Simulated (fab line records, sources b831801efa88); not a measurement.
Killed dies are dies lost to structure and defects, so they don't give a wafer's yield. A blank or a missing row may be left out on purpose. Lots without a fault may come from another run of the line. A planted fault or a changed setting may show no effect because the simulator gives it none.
fab line records | flow gf180mcu
record lots=5 wafers=23
route steps=602 shown SALICIDE@280 CONTACT@287 M1@319 M2@362 V2@404 M3@411 M4@457
start_h: hours from the record's first day to the start of the lot's first wafer shown | wait_h: hours since the lot's step before | " the same as in the row above | L1.1+2: a row that stands for several wafers | - no value, or no start given | * or withheld: withheld | < > ~ a bound
route shown NAME@n: a module of which the file shows steps, and the number in the route of the first | usual: mean/standard deviation of fault-free wafers | same: alike in all rows | chamber/n: place in a boat | sites: the reading at each site | _std_site: their standard deviation | _edge_site: outer sites' mean less inner sites' | radius_mm: how far each site lies from the wafer's centre | mask NAME#n: copy n | behind: the tool/chamber that last shaped the wafer | hold: why the lot was held/for how many hours/how that ended | device: the transistor (n, p or np) that didn't switch | end of line: the same wafers' tests at the end of the route | a step without rows: its recipe alone | killed: dies lost to structure and defects at the first sort, not the wafer's yield | map: a wafer's dies, x killed, . not, _ none there
set.NAME: the setting as run; set.NAME@STEP: as run at that earlier step | model.NAME: the simulator's own value behind a step, which no gauge read
lots whose settings were changed on purpose; a table a step, a row a wafer
## steps
# step GF_SALICIDE_SPUTTER_02
# recipe material=Co target_thk_nm=10 power_w=1000 time_s=20 chamber_pressure_pa=0.4
# columns lot.wafer tool chamber start_h wait_h set.time_s model.Co_of_SALICIDE_SPUTTER_02.thk_nm
L079.1 pvd_sputter-04 - 387.07 0.0 20 10.06
L079.3 " - " " 18.89 9.343
L079.4 " - " " 20 9.888
L079.5 " - " " 18.89 9.381
L079.6 " - " " 20 10.02
L081.1 pvd_sputter-04 - 403.85 0.0 18.06 8.903
L081.2 " - " " 18.06 9.01
L081.3 " - " " 18.06 9.154
L081.5 " - " " 20 9.884
L081.6 " - " " 20 9.977
L080.1 pvd_sputter-01 - 409.77 0.0 20 10.16
L080.2 " - " " 20 10.05
L080.3 " - " " 20 10.04
L080.4 " - " " 20 9.925
L080.5 " - " " 20 9.941
L082.1 pvd_sputter-04 - 421.18 0.0 18.43 9.263
L082.2 " - " " 20 10.27
L082.3 " - " " 18.43 9.34
L082.4 " - " " 20 10.25
L082.5 " - " " 20 10.05
L085.3 pvd_sputter-03 - 445.87 0.0 20 10.24
L085.4 " - " " 20 10.39
L085.6 " - " " 20 10.31
# step GF_SALICIDE_SPUTTER_03
# recipe material=TiN target_thk_nm=20 power_w=6500 time_s=16.7 chamber_pressure_pa=0.4186
# step GF_SALICIDE_RS_MEAS_04
# recipe thk_meas_gauge=four-point-probe reads=TiN_of_SALICIDE_SPUTTER_03+Co_of_SALICIDE_SPUTTER_02
# usual SALICIDE_TIN_RS=16.3/0.3
# columns lot.wafer tool chamber start_h wait_h set.time_s@SALICIDE_SPUTTER_02 SALICIDE_TIN_RS[ohm/sq]
L079.1 film_metro-01 - 387.13 0.0 20 16.0
L079.3 " - " " 18.89 17.3
L079.4 " - " " 20 16.5
L079.5 " - " " 18.89 17.3
L079.6 " - " " 20 16.1
L081.1 film_metro-01 - 403.90 0.0 18.06 18.3
L081.2 " - " " 18.06 18.0
L081.3 " - " " 18.06 17.8
L081.5 " - " " 20 16.6
L081.6 " - " " 20 16.4
L080.1 film_metro-03 - 409.83 0.0 20 16.1
L080.2 " - " " 20 16.3
L080.3 " - " " 20 16.2
L080.4 " - " " 20 16.5
L080.5 " - " " 20 16.5
L082.1 film_metro-04 - 421.23 0.0 18.43 17.6
L082.2 " - " " 20 15.7
L082.3 " - " " 18.43 17.6
L082.4 " - " " 20 15.8
L082.5 " - " " 20 16.1
L085.3 film_metro-04 - 445.96 0.1 20 15.9
L085.4 " - " " 20 15.8
L085.6 " - " " 20 15.8
# step GF_CONTACT_CVD_00
# recipe material=SiO2 target_thk_nm=300 sigma_open_frac=0.3 temp_c=400 time_s=50 sih4_flow_sccm=60 pressure_mtorr=6
# columns lot.wafer tool chamber start_h wait_h set.sih4_flow_sccm model.SiO2_of_CONTACT_CVD_00.thk_nm
L079.1 hdpcvd-02 0 387.61 0.1 60 295.6
L079.3 " 1 " " 60 298.8
L079.4 " 2 " " 60 300.2
L079.5 " 0 " " 60 296.3
L079.6 " 1 " " 60 297.7
L081.1 hdpcvd-01 2 404.37 0.1 60 298
L081.2 " 0 " " 60 301.7
L081.3+5 " 1,0 " " 60 302.1
L081.6 " 1 " " 60 304.8
L080.1 hdpcvd-02 0 410.31 0.1 60 294.1
L080.2 " 1 " " 51.22 256.7
L080.3 " 2 " " 51.22 257.7
L080.4 " 1 " " 60 301.4
L080.5 " 0 " " 51.22 254.1
L082.1 hdpcvd-01 1 421.70 0.1 60 306.4
L082.2 " 0 " " 51.34 258.7
L082.3 " 2 " " 51.34 259.5
L082.4 " 0 " " 51.34 260.7
L082.5 " 2 " " 60 297
L085.3 hdpcvd-02 2 446.54 0.1 60 301.5
L085.4 " 2 " " 60 300.7
L085.6 " 0 " " 60 294.4
# step GF_CONTACT_THK_MEAS_01
# recipe reads=SiO2_of_CONTACT_CVD_00
# usual CONTACT_CVD_00_THK=299/3.3
# columns lot.wafer tool chamber start_h wait_h set.sih4_flow_sccm@CONTACT_CVD_00 CONTACT_CVD_00_THK[nm]
L079.1 film_metro-03 - 387.65 0.0 60 296
L079.3 " - " " 60 299
L079.4 " - " " 60 300
L079.5 " - " " 60 296
L079.6 " - " " 60 298
L081.1 film_metro-03 - 404.42 0.0 60 298
L081.2 " - " " 60 302
L081.3 " - " " 60 302
L081.5 " - " " 60 302
L081.6 " - " " 60 305
L080.1 film_metro-03 - 410.35 0.0 60 294
L080.2 " - " " 51.22 257
L080.3 " - " " 51.22 257
L080.4 " - " " 60 301
L080.5 " - " " 51.22 254
L082.1 film_metro-03 - 421.75 0.0 60 306
L082.2 " - " " 51.34 259
L082.3 " - " " 51.34 260
L082.4 " - " " 51.34 261
L082.5 " - " " 60 297
L085.3 film_metro-02 - 446.60 0.0 60 301
L085.4 " - " " 60 301
L085.6 " - " " 60 294
# step GF_CONTACT_PEB_12
# recipe peb_temp_c=135 peb_time_s=90 resist=KrF
# columns lot.wafer tool chamber start_h wait_h set.peb_time_s
L079.1+5+6 litho_track-04 0 - - 90
L079.3+4 " 0 " " 80.61
L081.1+2+3+5+6 litho_track-04 0 - - 90
L080.1+5 litho_track-03 0 - - 82.17
L080.2+3+4 " 0 " " 90
L082.1+2+3 litho_track-04 0 - - 76.78
L082.4+5 " 0 " " 90
L085.3+4+6 litho_track-04 0 - - 90
# step GF_CONTACT_DEVELOP_13
# recipe develop_time_s=60 resist=KrF dev_temp_c=21
# step GF_CONTACT_ETCH_16
# recipe chemistry=N2/H2 target_depth_a=withheld overetch_a=withheld time_s=withheld target=BARC ion_energy_ev=200 source_w=500 bias_w=100 pressure_mtorr=30 n2_flow_sccm=100 h2_flow_sccm=200
# step GF_CONTACT_ETCH_17
# recipe chemistry=C4F8/O2/Ar mask_material=KrF target=SiO2 stop_on=CoSi2 source_w=1500 bias_w=1200 pressure_mtorr=40 c4f8_flow_sccm=withheld O2_flow_sccm=6 Ar_flow_sccm=300 time_s=withheld target_depth_a=8600
# usual oes_product_au=0.813/0.0044
# columns lot.wafer tool chamber start_h wait_h set.sih4_flow_sccm@CONTACT_CVD_00 oes_product_au
L079.1 rie_diel-04 1 - - 60 0.805
L079.3 " 2 " " 60 0.815
L079.4 " 0 " " 60 0.809
L079.5 " 1 " " 60 0.812
L079.6 " 2 " " 60 0.813
L081.1 rie_diel-02 1 - - 60 0.811
L081.2 " 0 " " 60 0.819
L081.3 " 2 " " 60 0.813
L081.5 " 2 " " 60 0.817
L081.6 " 3 " " 60 0.816
L080.1 rie_diel-02 1 - - 60 0.812
L080.2 " 3 " " 51.22 0.795
L080.3 " 2 " " 51.22 0.794
L080.4 " 0 " " 60 0.810
L080.5 " 1 " " 51.22 0.795
L082.1 rie_diel-04 2 - - 60 0.819
L082.2 " 3 " " 51.34 0.792
L082.3 " 1 " " 51.34 0.791
L082.4 " 0 " " 51.34 0.793
L082.5 " 2 " " 60 0.811
L085.3 rie_diel-01 2 - - 60 0.815
L085.4 " 1 " " 60 0.816
L085.6 " 0 " " 60 0.814
# step GF_M1_SPUTTER_04
# recipe material=TiN target_thk_nm=50 power_w=6500 time_s=41.7 chamber_pressure_pa=0.4
# columns lot.wafer tool chamber start_h wait_h set.power_w model.TiN_of_M1_SPUTTER_04.thk_nm
L079.1 pvd_sputter-01 - 412.63 0.0 6500 49.05
L079.3 " - " " 6140 46.24
L079.4 " - " " 6500 49.27
L079.5 " - " " 6140 46.88
L079.6 " - " " 6140 46.83
L081.1 pvd_sputter-01 - 430.19 0.0 5848 44.97
L081.2 " - " " 6500 50.72
L081.3 " - " " 6500 50.45
L081.5 " - " " 5848 45.26
L081.6 " - " " 6500 50.22
L080.1 pvd_sputter-02 - 436.49 0.0 6500 49.8
L080.2 " - " " 6500 49.71
L080.3 " - " " 6500 49.83
L080.4 " - " " 6500 49.47
L080.5 " - " " 6500 49.78
L082.1 pvd_sputter-02 - 448.59 0.0 6500 50.56
L082.2 " - " " 6500 49.82
L082.3 " - " " 6500 50.41
L082.4 " - " " 6500 50.34
L082.5 " - " " 6500 50.4
L085.3 pvd_sputter-02 - 472.04 0.0 6500 50.48
L085.4 " - " " 6500 50.98
L085.6 " - " " 6500 50.73
# step GF_M2_SPUTTER_00
# recipe material=Ti target_thk_nm=37.5 arriving_ion_energy_ev=80 substrate_temp_c=200 chamber_pressure_pa=2 power_w=4000 time_s=150
# columns lot.wafer tool chamber start_h wait_h set.time_s model.Ti_of_M2_SPUTTER_00.thk_nm
L079.1 pvd_sputter-01 - 463.80 0.1 150 37.68
L079.3 " - " " 150 37.21
L079.4 " - " " 150 37.66
L079.5 " - " " 150 37.34
L079.6 " - " " 150 37.6
L081.1 pvd_sputter-04 - 481.92 0.1 150 37.06
L081.2 " - " " 150 37.41
L081.3 " - " " 150 37.88
L081.5 " - " " 166.9 42
L081.6 " - " " 166.9 41.91
L080.1 pvd_sputter-04 - 487.55 0.1 142.2 35.46
L080.2 " - " " 150 37.64
L080.3 " - " " 150 37.36
L080.4 " - " " 142.2 35.47
L080.5 " - " " 142.2 35.85
L082.1 pvd_sputter-03 - 499.22 0.1 160.6 40.25
L082.2 " - " " 150 37.76
L082.3 " - " " 150 38.16
L082.4 " - " " 160.6 40.24
L082.5 " - " " 160.6 40.17
L085.3 pvd_sputter-04 - 521.74 0.1 150 37.47
L085.4 " - " " 150 37.08
L085.6 " - " " 150 36.81
# step GF_V2_SPUTTER_22
# recipe material=TiN target_thk_nm=10 chamber_pressure_pa=5 power_w=4000 time_s=40
# columns lot.wafer tool chamber start_h wait_h set.power_w model.TiN_of_V2_SPUTTER_22.thk_nm
L079.1 pvd_sputter-03 - 514.81 0.0 4000 10.22
L079.3 " - " " 3836 9.677
L079.4 " - " " 4000 10.17
L079.5 " - " " 4000 10.18
L079.6 " - " " 3836 9.591
L081.1 pvd_sputter-02 - 531.55 0.0 4000 10.37
L081.2 " - " " 3772 9.711
L081.3 " - " " 3772 9.671
L081.5 " - " " 3772 9.752
L081.6 " - " " 4000 10.4
L080.1 pvd_sputter-02 - 537.10 0.0 4000 9.84
L080.2 " - " " 4000 9.995
L080.3 " - " " 3603 9.003
L080.4 " - " " 3603 9.089
L080.5 " - " " 3603 8.97
L082.1 pvd_sputter-02 - 547.79 0.0 3794 9.804
L082.2 " - " " 4000 10.35
L082.3 " - " " 3794 9.775
L082.4 " - " " 4000 10.41
L082.5 " - " " 4000 10.31
L085.3 pvd_sputter-02 - 569.59 0.0 4000 9.892
L085.4 " - " " 4000 10.1
L085.6 " - " " 4000 9.862
# step GF_M3_SPUTTER_02
# recipe material=AlCu target_thk_nm=450 power_w=10600 time_s=23.9 chamber_pressure_pa=0.4
# columns lot.wafer tool chamber start_h wait_h set.power_w model.AlCu_of_M3_SPUTTER_02.thk_nm
L079.1 pvd_sputter-01 - 515.57 0.0 10050 419.1
L079.3 " - " " 10050 413.7
L079.4 " - " " 10050 422.5
L079.5 " - " " 10600 442.3
L079.6 " - " " 10600 438
L081.1 pvd_sputter-03 - 532.31 0.0 10930 460.9
L081.2 " - " " 10600 451.7
L081.3 " - " " 10600 446.4
L081.5 " - " " 10930 463.4
L081.6 " - " " 10930 459.1
L080.1 pvd_sputter-01 - 537.86 0.0 9683 411.9
L080.2 " - " " 10600 445.3
L080.3 " - " " 9683 402.3
L080.4 " - " " 9683 397.2
L080.5 " - " " 10600 449.6
L082.1 pvd_sputter-01 - 548.55 0.0 10940 454.9
L082.2 " - " " 10600 440.1
L082.3 " - " " 10600 451.4
L082.4 " - " " 10940 464.5
L082.5 " - " " 10600 444.7
L085.3 pvd_sputter-02 - 570.35 0.0 10600 450.8
L085.4 " - " " 10600 454.5
L085.6 " - " " 10600 448.9
# step GF_M3_SPUTTER_03
# recipe material=Ti target_thk_nm=10 substrate_temp_c=300 chamber_pressure_pa=0.3 power_w=3000 time_s=6.7
# step GF_M3_SPUTTER_04
# recipe material=TiN target_thk_nm=50 power_w=6500 time_s=41.7 chamber_pressure_pa=0.4
# step GF_M3_RS_MEAS_05
# recipe thk_meas_gauge=four-point-probe reads=TiN_of_M3_SPUTTER_04+Ti_of_M3_SPUTTER_03+AlCu_of_M3_SPUTTER_02+TiN_of_M3_SPUTTER_01+Ti_of_M3_SPUTTER_00
# usual M3_ALCU_RS=0.0698/0.0009
# columns lot.wafer tool chamber start_h wait_h set.power_w@M3_SPUTTER_02 M3_ALCU_RS[ohm/sq]
L079.1 film_metro-01 - 515.66 0.0 10050 0.0745
L079.3 " - " " 10050 0.0755
L079.4 " - " " 10050 0.0740
L079.5 " - " " 10600 0.0706
L079.6 " - " " 10600 0.0713
L081.1 film_metro-04 - 532.40 0.0 10930 0.0678
L081.2 " - " " 10600 0.0692
L081.3 " - " " 10600 0.0699
L081.5 " - " " 10930 0.0674
L081.6 " - " " 10930 0.0682
L080.1 film_metro-04 - 537.95 0.0 9683 0.0759
L080.2 " - " " 10600 0.0701
L080.3 " - " " 9683 0.0778
L080.4 " - " " 9683 0.0788
L080.5 " - " " 10600 0.0694
L082.1 film_metro-04 - 548.64 0.0 10940 0.0688
L082.2 " - " " 10600 0.0709
L082.3 " - " " 10600 0.0694
L082.4 " - " " 10940 0.0673
L082.5 " - " " 10600 0.0703
L085.3 film_metro-01 - 570.48 0.1 10600 0.0692
L085.4 " - " " 10600 0.0687
L085.6 " - " " 10600 0.0695
# step GF_M3_THK_MEAS_06
# recipe thk_meas_gauge=xrf reads=AlCu_of_M3_SPUTTER_02
# usual M3_ALCU_THK=454/6.7
# columns lot.wafer tool chamber start_h wait_h set.power_w@M3_SPUTTER_02 M3_ALCU_THK[nm]
L079.1 film_metro-01 - 515.78 0.1 10050 421
L079.3 " - " " 10050 417
L079.4 " - " " 10050 427
L079.5 " - " " 10600 447
L079.6 " - " " 10600 440
L081.1 film_metro-04 - 532.52 0.1 10930 469
L081.2 " - " " 10600 462
L081.3 " - " " 10600 455
L081.5 " - " " 10930 474
L081.6 " - " " 10930 468
L080.1 film_metro-04 - 538.07 0.1 9683 420
L080.2 " - " " 10600 452
L080.3 " - " " 9683 410
L080.4 " - " " 9683 401
L080.5 " - " " 10600 455
L082.1 film_metro-04 - 548.76 0.1 10940 463
L082.2 " - " " 10600 447
L082.3 " - " " 10600 459
L082.4 " - " " 10940 474
L082.5 " - " " 10600 454
L085.3 film_metro-01 - 570.58 0.1 10600 452
L085.4 " - " " 10600 457
L085.6 " - " " 10600 453
# step GF_M3_PEB_12
# recipe peb_temp_c=135 peb_time_s=90 resist=KrF
# columns lot.wafer tool chamber start_h wait_h set.peb_temp_c
L079.1+3+6 litho_track-01 0 - - 135
L079.4+5 " 0 " " 136.6
L081.1+2+6 litho_track-04 0 - - 135
L081.3+5 " 0 " " 131.3
L080.1+3+5 litho_track-02 0 - - 135
L080.2+4 " 0 " " 132.4
L082.1+2+3 litho_track-04 0 - - 135
L082.4+5 " 0 " " 131.5
L085.3+4+6 litho_track-02 0 - - 135
# step GF_M3_DEVELOP_13
# recipe develop_time_s=57.74 dev_temp_c=21
# columns lot.wafer tool chamber start_h wait_h set.peb_temp_c@M3_PEB_12 model.M3.cd_nm
L079.1 litho_track-01 0 538.73 0.2 135 279.6
L079.3 " 0 " " 135 279.5
L079.4 " 0 " " 136.6 274.9
L079.5 " 0 " " 136.6 275.7
L079.6 " 0 " " 135 279.1
L081.1 litho_track-04 0 554.96 0.2 135 280
L081.2 " 0 " " 135 280.9
L081.3 " 0 " " 131.3 293
L081.5 " 0 " " 131.3 292.1
L081.6 " 0 " " 135 280.8
L080.1 litho_track-02 0 560.42 0.2 135 279.6
L080.2 " 0 " " 132.4 287.6
L080.3 " 0 " " 135 279
L080.4 " 0 " " 132.4 288.3
L080.5 " 0 " " 135 279.3
L082.1 litho_track-04 0 570.21 0.2 135 281.2
L082.2 " 0 " " 135 280.4
L082.3 " 0 " " 135 280.8
L082.4 " 0 " " 131.5 291.5
L082.5 " 0 " " 131.5 292.9
L085.3 litho_track-02 0 591.52 0.1 135 279.3
L085.4 " 0 " " 135 279.4
L085.6 " 0 " " 135 279.5
# step GF_M3_CD_MEAS_14
# recipe target_cd_nm=280
# usual cd_nm=280.1/1
# columns lot.wafer tool chamber start_h wait_h set.peb_temp_c@M3_PEB_12 cd_nm
L079.1 cd_sem-02 - 538.88 0.1 135 279.6
L079.3 " - " " 135 279.8
L079.4 " - " " 136.6 275.0
L079.5 " - " " 136.6 275.8
L079.6 " - " " 135 279.1
L081.1 cd_sem-02 - 555.11 0.1 135 280.1
L081.2 " - " " 135 280.8
L081.3 " - " " 131.3 292.8
L081.5 " - " " 131.3 292.0
L081.6 " - " " 135 280.8
L080.1 cd_sem-02 - 560.57 0.1 135 279.7
L080.2 " - " " 132.4 287.8
L080.3 " - " " 135 279.0
L080.4 " - " " 132.4 288.0
L080.5 " - " " 135 279.4
L082.1 cd_sem-01 - 570.36 0.1 135 281.2
L082.2 " - " " 135 280.7
L082.3 " - " " 135 280.8
L082.4 " - " " 131.5 291.6
L082.5 " - " " 131.5 292.9
L085.3 cd_sem-02 - 591.66 0.1 135 279.0
L085.4 " - " " 135 278.9
L085.6 " - " " 135 279.7
# step GF_M3_METAL_ETCH_16
# recipe chemistry=Cl2/BCl3 mask_material=KrF target_depth_nm=627.5 stop_on=SiO2 pressure_mtorr=8 icp_w=800 bias_w=140 Cl2_flow_sccm=80 bcl3_flow_sccm=40 time_s=104.6
# usual oes_product_au=0.969/0.0077
# columns lot.wafer tool chamber start_h wait_h set.power_w@M3_SPUTTER_02 set.peb_temp_c@M3_PEB_12 oes_product_au model.M3.feature_depth_nm model.M3.cd_nm
L079.1 rie_metal-02 1 539.03 0.0 10050 135 0.936 - 282
L079.3 " 1 " " 10050 135 0.933 - 279.6
L079.4 " 0 " " 10050 136.6 0.939 - 270.7
L079.5 " 1 " " 10600 136.6 0.964 594.9 275.3
L079.6 " 0 " " 10600 135 0.955 590.7 275.3
L081.1 rie_metal-02 1 555.26 0.0 10930 135 0.973 612.9 279.4
L081.2 " 0 " " 10600 135 0.967 602.3 275.8
L081.3 " 0 " " 10600 131.3 0.964 597.5 289.8
L081.5 " 1 " " 10930 131.3 0.988 615 294.4
L081.6 " 0 " " 10930 135 0.968 610.8 275.9
L080.1 rie_metal-01 0 560.72 0.0 9683 135 0.937 - 274.5
L080.2 " 1 " " 10600 132.4 0.972 598.1 287.7
L080.3 " 1 " " 9683 135 0.927 - 274.3
L080.4 " 0 " " 9683 132.4 0.922 - 282.7
L080.5 " 0 " " 10600 135 0.977 601.4 269.7
L082.1 rie_metal-01 1 570.51 0.0 10940 135 0.977 607.9 283.4
L082.2 " 0 " " 10600 135 0.965 593.1 277.5
L082.3 " 1 " " 10600 135 0.975 603.3 282.2
L082.4 " 0 " " 10940 131.5 0.982 618 290.9
L082.5 " 0 " " 10600 131.5 0.969 598.1 290.6
L085.3 rie_metal-03 1 591.82 0.1 10600 135 0.976 602.6 282.5
L085.4 " 0 " " 10600 135 0.975 607 275.2
L085.6 " 1 " " 10600 135 0.967 601.5 281.2
# step GF_M4_SPUTTER_01
# recipe material=TiN target_thk_nm=30 power_w=6500 time_s=25 chamber_pressure_pa=0.4
# columns lot.wafer tool chamber start_h wait_h set.power_w model.TiN_of_M4_SPUTTER_01.thk_nm
L079.1 pvd_sputter-03 - 564.79 0.1 7046 32.13
L079.3 " - " " 7046 31.82
L079.4 " - " " 6500 29.25
L079.5 " - " " 6500 29.61
L079.6 " - " " 6500 29.42
L081.1 pvd_sputter-01 - 580.37 0.1 6500 30.33
L081.2 " - " " 5848 27.07
L081.3 " - " " 5848 27.17
L081.5 " - " " 5848 27.1
L081.6 " - " " 6500 29.87
L080.1 pvd_sputter-01 - 585.77 0.1 6500 30.47
L080.2 " - " " 5884 27.11
L080.3 " - " " 5884 27.28
L080.4 " - " " 5884 27.41
L080.5 " - " " 6500 30.14
L082.1 pvd_sputter-03 - 595.28 0.1 6500 30.44
L082.2 " - " " 7244 33.58
L082.3 " - " " 7244 33.38
L082.4 " - " " 6500 30.27
L082.5 " - " " 6500 30.01
L085.3 pvd_sputter-01 - 615.47 0.1 6500 29.87
L085.4 " - " " 6500 29.95
L085.6 " - " " 6500 30.11
## key
split step=GF_SALICIDE_SPUTTER_02 setting=time_s stated=20 by=wafer
response step=GF_SALICIDE_SPUTTER_02 reading=model.Co_of_SALICIDE_SPUTTER_02.thk_nm change=+0.103 per=1% r=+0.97
response step=GF_SALICIDE_RS_MEAS_04 reading=SALICIDE_TIN_RS change=-0.186 per=1% r=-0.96
split step=GF_CONTACT_CVD_00 setting=sih4_flow_sccm stated=60 by=wafer
response step=GF_CONTACT_CVD_00 reading=model.SiO2_of_CONTACT_CVD_00.thk_nm change=+2.88 per=1% r=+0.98
response step=GF_CONTACT_THK_MEAS_01 reading=CONTACT_CVD_00_THK change=+2.88 per=1% r=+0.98
response step=GF_CONTACT_ETCH_17 reading=oes_product_au change=+0.00133 per=1% r=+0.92
split step=GF_CONTACT_PEB_12 setting=peb_time_s stated=90 by=wafer
response none clear
split step=GF_M1_SPUTTER_04 setting=power_w stated=6500 by=wafer
response step=GF_M1_SPUTTER_04 reading=model.TiN_of_M1_SPUTTER_04.thk_nm change=+0.514 per=1% r=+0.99
split step=GF_M2_SPUTTER_00 setting=time_s stated=150 by=wafer
response step=GF_M2_SPUTTER_00 reading=model.Ti_of_M2_SPUTTER_00.thk_nm change=+0.376 per=1% r=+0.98
split step=GF_V2_SPUTTER_22 setting=power_w stated=4000 by=wafer
response step=GF_V2_SPUTTER_22 reading=model.TiN_of_V2_SPUTTER_22.thk_nm change=+0.103 per=1% r=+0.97
split step=GF_M3_SPUTTER_02 setting=power_w stated=10600 by=wafer
response step=GF_M3_SPUTTER_02 reading=model.AlCu_of_M3_SPUTTER_02.thk_nm change=+4.71 per=1% r=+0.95
response step=GF_M3_RS_MEAS_05 reading=M3_ALCU_RS change=-0.000812 per=1% r=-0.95
response step=GF_M3_THK_MEAS_06 reading=M3_ALCU_THK change=+4.73 per=1% r=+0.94
response step=GF_M3_METAL_ETCH_16 reading=oes_product_au change=+0.00478 per=1% r=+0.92
response step=GF_M3_METAL_ETCH_16 reading=model.M3.feature_depth_nm change=+4.4 per=1% r=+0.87
split step=GF_M3_PEB_12 setting=peb_temp_c stated=135 by=wafer
response step=GF_M3_DEVELOP_13 reading=model.M3.cd_nm change=-4.33 per=1% r=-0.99
response step=GF_M3_CD_MEAS_14 reading=cd_nm change=-4.31 per=1% r=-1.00
response step=GF_M3_METAL_ETCH_16 reading=model.M3.cd_nm change=-5.03 per=1% r=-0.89
split step=GF_M4_SPUTTER_01 setting=power_w stated=6500 by=wafer
response step=GF_M4_SPUTTER_01 reading=model.TiN_of_M4_SPUTTER_01.thk_nm change=+0.299 per=1% r=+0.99
